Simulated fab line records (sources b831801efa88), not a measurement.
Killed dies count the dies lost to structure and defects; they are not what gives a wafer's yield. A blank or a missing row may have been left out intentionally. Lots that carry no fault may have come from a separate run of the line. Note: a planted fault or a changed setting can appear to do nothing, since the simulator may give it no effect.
Matching of chambers :: flow gf180mcu :: 4 sister chambers for GF_V5_CMP_04 on cmp-01
The step polishes SiO2. 14 wafers are shown with their chamber, then 7 later ones without.

== WAFERS PAIRED WITH THEIR CHAMBERS ==
wafer: L970.3
chamber: 3
motor-current-A (A): 13.6
slurry-flow-ml-min: 149.9

wafer: L970.4
chamber: 1
motor-current-A (A): 12.4
slurry-flow-ml-min: 149.9

wafer: L970.5
chamber: 1
motor-current-A (A): 12.3
slurry-flow-ml-min: 148.8

wafer: L972.3
chamber: 2
motor-current-A (A): 11.2
slurry-flow-ml-min: 149.1

wafer: L972.4
chamber: 1
motor-current-A (A): 12.7
slurry-flow-ml-min: 149.7

wafer: L972.6
chamber: 2
motor-current-A (A): 11.0
slurry-flow-ml-min: 149.1

wafer: L974.3
chamber: 0
motor-current-A (A): 11.2
slurry-flow-ml-min: 149.5

wafer: L974.5
chamber: 2
motor-current-A (A): 10.7
slurry-flow-ml-min: 149.7

wafer: L974.6
chamber: 1
motor-current-A (A): 12.7
slurry-flow-ml-min: 149.5

wafer: L976.2
chamber: 1
motor-current-A (A): 12.5
slurry-flow-ml-min: 150.5

wafer: L976.4
chamber: 0
motor-current-A (A): 11.0
slurry-flow-ml-min: 149.7

wafer: L976.5
chamber: 1
motor-current-A (A): 12.5
slurry-flow-ml-min: 150.4

wafer: L977.1
chamber: 0
motor-current-A (A): 11.3
slurry-flow-ml-min: 150.5

wafer: L977.2
chamber: 3
motor-current-A (A): 13.7
slurry-flow-ml-min: 149.7

SIGNATURES (means of the wafers above)
reading: motor-current-A
chamber 0: 11.167
chamber 1: 12.517
chamber 2: 10.967
chamber 3: 13.650
scatter within a chamber: 0.175

reading: slurry-flow-ml-min
chamber 0: 149.900
chamber 1: 149.800
chamber 2: 149.300
chamber 3: 149.800
scatter within a chamber: 0.527
Rule: a wafer's distance from a chamber is the root of the sum, over the readings, of the square of ((its reading less the chamber's mean) divided by the reading's scatter). If the next closest chamber is less than 2 further off than the closest, the wafer can't be placed; otherwise it belongs to the closest. The scatter is the square root of a quotient: the sum, over the shown wafers, of each reading's squared deviation from its chamber's mean, divided by wafers minus chambers.

== WAFERS WITHOUT THEIR CHAMBER ==
wafer: L977.6
motor-current-A (A): 10.2
slurry-flow-ml-min: 150.0

wafer: L982.1
motor-current-A (A): 12.6
slurry-flow-ml-min: 149.9

wafer: L982.2
motor-current-A (A): 10.7
slurry-flow-ml-min: 150.4

wafer: L982.5
motor-current-A (A): 12.4
slurry-flow-ml-min: 149.8

wafer: L984.1
motor-current-A (A): 13.8
slurry-flow-ml-min: 149.0

wafer: L984.3
motor-current-A (A): 12.7
slurry-flow-ml-min: 150.1

wafer: L984.4
motor-current-A (A): 10.4
slurry-flow-ml-min: 148.8

== THE CHAMBER EACH PASSED THROUGH ==
wafer: L977.6
from the rows above: can't be placed: 2 or 0
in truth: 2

wafer: L982.1
from the rows above: 1
in truth: 1

wafer: L982.2
from the rows above: can't be placed: 2 or 0
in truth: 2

wafer: L982.5
from the rows above: 1
in truth: 1

wafer: L984.1
from the rows above: 3
in truth: 3

wafer: L984.3
from the rows above: 1
in truth: 1

wafer: L984.4
from the rows above: can't be placed: 2 or 0
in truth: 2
Correct placement for 4 of the 7. From these rows, 3 cannot be placed; in 3 the true chamber is one of the candidates. Number placed wrongly: 0.
